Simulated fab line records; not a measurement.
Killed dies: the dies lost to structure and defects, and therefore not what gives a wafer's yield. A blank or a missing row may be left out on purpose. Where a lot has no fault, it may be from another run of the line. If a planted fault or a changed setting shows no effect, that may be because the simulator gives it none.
2 desks looking at one fault | flow gf180mcu | every desk sees just its own numbers, and what lay behind them comes last

== THE TOOL OWNER'S DESK: rieDiel-02 ==
The tool's own readings at GF_M5_ETCH_09 (etches Si3N4 in CF4/O2, target depth 52 nm, time 11.6 s): means of the sampled wafers that have a number, for each lot that ran on this tool. A lot is out of limits, marked OUT, if its mean lies more than 4 standard deviations from the usual mean; the brackets give that distance.
Columns: A = drypumpMotorCurrentA at GF_M5_ETCH_09, usual 5.6 A; B = oesProductAu at GF_M5_ETCH_09, usual 0.999 a.u.; C = rfFwdPowerW at GF_M5_ETCH_09, usual 787 W; D = throttleValvePct at GF_M5_ETCH_09, usual 5.970 %
lot  | first seen here | A   | B     | C              | D
L409 | day 27 07:29    | 5.7 | 1.004 | 786            | 5.967
L414 | day 28 16:43    | 6.0 | 0.995 | 787            | 5.966
L416 | day 29 01:07    | 5.8 | 1.001 | 790            | 5.965
L422 | day 30 22:14    | 5.8 | 1.021 | 832 (+9.9) OUT | 5.975
This desk's verdict: out of limits on L422, starting with L422 at day 30 22:14 (rfFwdPowerW at GF_M5_ETCH_09). In limits: L409, L414, L416.

== METROLOGY DESK ==
Means of the sampled wafers that have a number, per lot and without regard to the tool the lot ran on: this is what the gauges read. A lot is out of limits, marked OUT, if its mean lies more than 4 standard deviations from the usual mean; the brackets give that distance.
Columns: A = M4_OVL at GF_M4_OVL_MEAS_15, usual 0 nm; B = V4_CVD_00_THK at GF_V4_THK_MEAS_01, usual 598 nm; C = cdNm at GF_V5_CD_MEAS_14, usual 260.5 nm
lot  | first seen here | A   | B   | C
L408 | day 23 17:22    | -1  | 596 | 260.5
L409 | day 24 14:01    | 5   | 593 | 260.4
L411 | day 24 18:20    | 4   | 603 | 261.9
L410 | day 24 23:40    | -13 | 597 | 259.1
L412 | day 25 06:15    | 7   | 596 | 259.7
L413 | day 25 13:59    | 0   | 594 | 259.3
L414 | day 26 00:10    | -1  | 608 | 259.1
L415 | day 26 03:36    | 0   | 591 | 261.4
L416 | day 26 09:26    | -5  | 605 | 262.1
L422 | day 28 10:29    | 7   | 600 | 261.2
L426 | day 29 13:59    | -6  | 599 | 260.2
L428 | day 29 22:24    | -0  | 605 | 260.6
L430 | day 30 08:47    | -3  | 600 | 261.9
Result from this desk: across the 13 lots, nothing is out of limits.

== BROUGHT TOGETHER ==
The tool owner's desk could have raised an alarm at day 30 22:14, on L422.
Metrology desk: nothing out of limits seen.
The metrology desk holds a record of L422, inside its limits.
GF_M5_ETCH_09 was run on rieDiel-02 by each of the lots named.

== WHAT HAD BEEN PUT IN BY THE SIMULATOR ==
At GF_M5_ETCH_09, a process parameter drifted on rieDiel-02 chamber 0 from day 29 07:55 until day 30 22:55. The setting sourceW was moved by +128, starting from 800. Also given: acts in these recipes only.
Lots struck among those shown: L422.
Each desk's first reading out of limits, in hours after the fault started: the tool owner's desk, 38.
